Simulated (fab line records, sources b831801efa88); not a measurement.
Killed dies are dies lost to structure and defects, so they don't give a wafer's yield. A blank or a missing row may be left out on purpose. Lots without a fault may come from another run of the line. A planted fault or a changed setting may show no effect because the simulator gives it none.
Which tool did it? | flow gf180mcu | 14 lots, 42 wafers sampled, at 4 steps of a route of 602

WHAT THE GAUGES READ, wafer by wafer
GF_VT_IMPLANT_TW_MEAS_21. Usual: VT_IMPLANT_2_TW 1215, standard deviation 7.1.
lot  | measured     | on            | VT_IMPLANT_2_TW | flag
L708 | day 6 07:24  | film_metro-02 | 1216 1220 1215  |
L709 | day 6 12:58  | film_metro-02 | 1220 1224 1225  |
L710 | day 7 01:05  | film_metro-03 | 1225 1223 1220  |
L711 | day 7 12:04  | film_metro-01 | 1216 1213 1210  |
L712 | day 7 19:01  | film_metro-01 | 1215 1214 1218  |
L713 | day 8 04:55  | film_metro-01 | 1201 1204 1213  |
L715 | day 8 07:25  | film_metro-01 | 1204 1202 1208  |
L714 | day 8 08:57  | film_metro-01 | 1207 1205 1205  |
L716 | day 8 15:26  | film_metro-02 | 1220 1211 1214  |
L718 | day 9 02:27  | film_metro-03 | 1518 1517 1520  | OFF
L717 | day 9 04:04  | film_metro-03 | 1512 1516 1514  | OFF
L728 | day 11 14:55 | film_metro-01 | 1216 1214 1210  |
L729 | day 11 22:40 | film_metro-03 | 1216 1207 1209  |
L730 | day 12 07:26 | film_metro-02 | 1214 1214 1213  |

GF_V1_CD_MEAS_14: target cd 260 nm. Usual: cd_nm 260.0 nm, standard deviation 1.1.
lot  | measured     | on        | cd_nm (nm)        | flag
L708 | day 18 11:38 | cd_sem-02 | 259.5 261.5 259.6 |
L709 | day 18 17:35 | cd_sem-02 | 260.5 258.9 259.5 |
L710 | day 19 09:29 | cd_sem-02 | 261.6 260.6 261.2 |
L711 | day 20 02:53 | cd_sem-01 | 258.5 259.9 259.2 |
L712 | day 20 12:19 | cd_sem-02 | 261.3 259.2 261.1 |
L713 | day 21 03:32 | cd_sem-01 | 258.5 258.9 259.1 |
L715 | day 21 08:22 | cd_sem-02 | 259.4 259.6 259.3 |
L714 | day 21 13:13 | cd_sem-02 | 258.6 259.4 259.3 |
L716 | day 21 21:10 | cd_sem-02 | 263.0 262.7 262.2 |
L718 | day 22 07:31 | cd_sem-02 | 260.7 258.9 260.2 |
L717 | day 22 12:58 | cd_sem-02 | 258.6 259.3 257.8 |
L728 | day 25 17:11 | cd_sem-01 | 261.0 261.0 260.2 |
L729 | day 25 21:21 | cd_sem-02 | 259.1 260.5 258.9 |
L730 | day 26 15:52 | cd_sem-02 | 260.4 260.5 261.0 |

WHICH TOOL RAN EACH LOT (tool, then ch and the chambers of the sampled wafers, then the start)
lot  | GF_VT_IMPLANT_IMPLANT_19        | GF_SALICIDE_RTA_06
L708 | implanter-04 ch 0, day 6 07:09  | rtp_anneal-01 ch 0, day 15 10:06
L709 | implanter-01 ch 0, day 6 12:43  | rtp_anneal-01 ch 0, day 15 15:18
L710 | implanter-04 ch 0, day 7 00:50  | rtp_anneal-02 ch 0, day 16 06:11
L711 | implanter-04 ch 0, day 7 11:50  | rtp_anneal-01 ch 0, day 16 22:42
L712 | implanter-03 ch 0, day 7 18:46  | rtp_anneal-01 ch 0, day 17 07:45
L713 | implanter-03 ch 0, day 8 04:41  | rtp_anneal-01 ch 0, day 17 22:27
L715 | implanter-04 ch 0, day 8 07:12  | rtp_anneal-01 ch 0, day 18 02:22
L714 | implanter-03 ch 0, day 8 08:42  | rtp_anneal-01 ch 0, day 18 06:51
L716 | implanter-03 ch 0, day 8 15:11  | rtp_anneal-01 ch 0, day 18 13:36
L718 | implanter-01 ch 0, day 9 01:49  | rtp_anneal-01 ch 0, day 19 02:05
L717 | implanter-03 ch 0, day 9 03:29  | rtp_anneal-01 ch 0, day 19 07:21
L728 | implanter-01 ch 0, day 11 14:40 | rtp_anneal-01 ch 0, day 22 17:17
L729 | implanter-01 ch 0, day 11 22:27 | rtp_anneal-01 ch 0, day 22 22:29
L730 | implanter-04 ch 0, day 12 07:11 | rtp_anneal-01 ch 0, day 23 17:52
- GF_VT_IMPLANT_IMPLANT_19
- GF_SALICIDE_RTA_06: time 30 s.

WHAT THE TOOLS THEMSELVES READ (means of the sampled wafers that have a number; where no wafer has one, the mark that the record gives instead)
GF_SALICIDE_RTA_06. Usual: chamber_o2_ppm 2.003, standard deviation 0.025; lamp_power_pct 6.42 %, standard deviation 0.25; wafer_temp_C_max 532.5, standard deviation 0.54.
lot  | tool          | chamber_o2_ppm | lamp_power_pct (%) | wafer_temp_C_max | flag
L708 | rtp_anneal-01 | 2.008          | 6.58               | 532.0            |
L709 | rtp_anneal-01 | 2.009          | 6.58               | 532.8            |
L710 | rtp_anneal-02 | 1.989          | 6.03               | 532.3            |
L711 | rtp_anneal-01 | 2.037          | 6.58               | 532.4            |
L712 | rtp_anneal-01 | 1.973          | 6.58               | 532.0            |
L713 | rtp_anneal-01 | 2.016          | 6.58               | 532.6            |
L715 | rtp_anneal-01 | 2.016          | 6.58               | 532.3            |
L714 | rtp_anneal-01 | 2.011          | 6.58               | 532.1            |
L716 | rtp_anneal-01 | 2.007          | 6.58               | 532.3            |
L718 | rtp_anneal-01 | 1.992          | 6.58               | 532.4            |
L717 | rtp_anneal-01 | 2.024          | 6.58               | 532.3            |
L728 | rtp_anneal-01 | 2.019          | 6.58               | 532.6            |
L729 | rtp_anneal-01 | 2.018          | 6.58               | 532.4            |
L730 | rtp_anneal-01 | 1.980          | 6.59               | 532.3            |

THE ANSWER, worked out from the rows above alone
Rule: a lot is off if the mean of its wafers that have a number lies more than 3 standard deviations from the usual mean. A lot without any number at a reading at which 4 lots or more have one is off too. The other lots that the step has rows for count as sound. The gauges are gone through in route order, then the tools' own readings, and for those a lot's mean is taken as printed above. The first step at which some lot is off is used, and at that step the reading that is off furthest; a lot without a number counts as furthest.
Off: L718, L717, at GF_VT_IMPLANT_TW_MEAS_21 (VT_IMPLANT_2_TW).
A tool fits if, at a process step before that reading, it ran every lot that is off, and no sound lot after the first of them. The gauges at GF_VT_IMPLANT_TW_MEAS_21 are tried like those tools. None of those tried fits.

WHAT THE SIMULATOR HAD PUT IN
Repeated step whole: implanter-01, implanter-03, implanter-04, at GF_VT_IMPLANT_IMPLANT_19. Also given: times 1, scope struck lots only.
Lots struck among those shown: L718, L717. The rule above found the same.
